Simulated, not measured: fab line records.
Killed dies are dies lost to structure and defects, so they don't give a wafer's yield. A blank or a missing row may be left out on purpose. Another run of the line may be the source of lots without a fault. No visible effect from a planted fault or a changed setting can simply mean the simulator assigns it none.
What tool caused it? | flow sky130 | Sampling: 12 lots, 36 wafers, 2 of 708 route steps

WHAT THE GAUGES SHOWED, per wafer
SKY_CAP2M_THK_MEAS_04: measures by xrf.
lot  | measured     | on            | CAP2M_TIN_THK (nm)
L075 | day 40 03:02 | film_metro-03 | 200.0 204.2 204.1
L077 | day 40 23:43 | film_metro-02 | 199.9 200.5 200.8
L079 | day 41 12:16 | film_metro-03 | 205.0 201.8 205.1
L081 | day 42 08:19 | film_metro-02 | 198.9 199.1 197.4
L083 | day 42 15:24 | film_metro-02 | 199.9 196.3 201.6
L085 | day 43 02:35 | film_metro-04 | 201.5 197.8 198.2
L087 | day 43 17:22 | film_metro-04 | 195.5 198.1 200.1
L089 | day 44 11:00 | film_metro-03 | 204.6 195.6 203.0
L091 | day 44 20:13 | film_metro-04 | 197.9 198.6 197.3
L093 | day 45 07:07 | film_metro-02 | 201.8 197.4 197.8
L095 | day 45 22:58 | film_metro-04 | 199.3 201.2 199.9
L097 | day 46 14:44 | film_metro-04 | 198.7 198.3 198.4

WHAT TOOL EACH LOT RAN ON (gives the tool, then ch and the chambers of the sampled wafers, and finally the start)
lot  | SKY_METAL4_SPUTTER_01
L075 | pvd_sputter-04, day 40 02:36
L077 | pvd_sputter-03, day 40 23:16
L079 | pvd_sputter-03, day 41 11:50
L081 | pvd_sputter-03, day 42 07:53
L083 | pvd_sputter-03, day 42 14:56
L085 | pvd_sputter-04, day 43 02:08
L087 | pvd_sputter-03, day 43 16:53
L089 | pvd_sputter-03, day 44 10:32
L091 | pvd_sputter-03, day 44 19:46
L093 | pvd_sputter-04, day 45 06:39
L095 | pvd_sputter-03, day 45 22:32
L097 | pvd_sputter-02, day 46 14:17
- SKY_METAL4_SPUTTER_01: material TiN, target thk 20 nm, time 16.7 s.

THE ANSWER, worked out from the rows above alone
Rule: usual is defined by the lots themselves. The widest of any qualifying gaps counts: lots, ordered by their means at a reading, are off when they make up no more than a third of the lots, leave a main group of 4 or more, and stand apart from it by 3 or more times the standard deviation of that group's means. Not used: any main group whose means are identical at the precision the tables above print for the reading. A lot without any number at a reading at which 4 lots or more have one is off too. The other lots that the step has rows for count as sound.
No lot is off on any of the readings shown, so nothing can be concluded from this.

WHAT WAS PUT IN BY THE SIMULATOR
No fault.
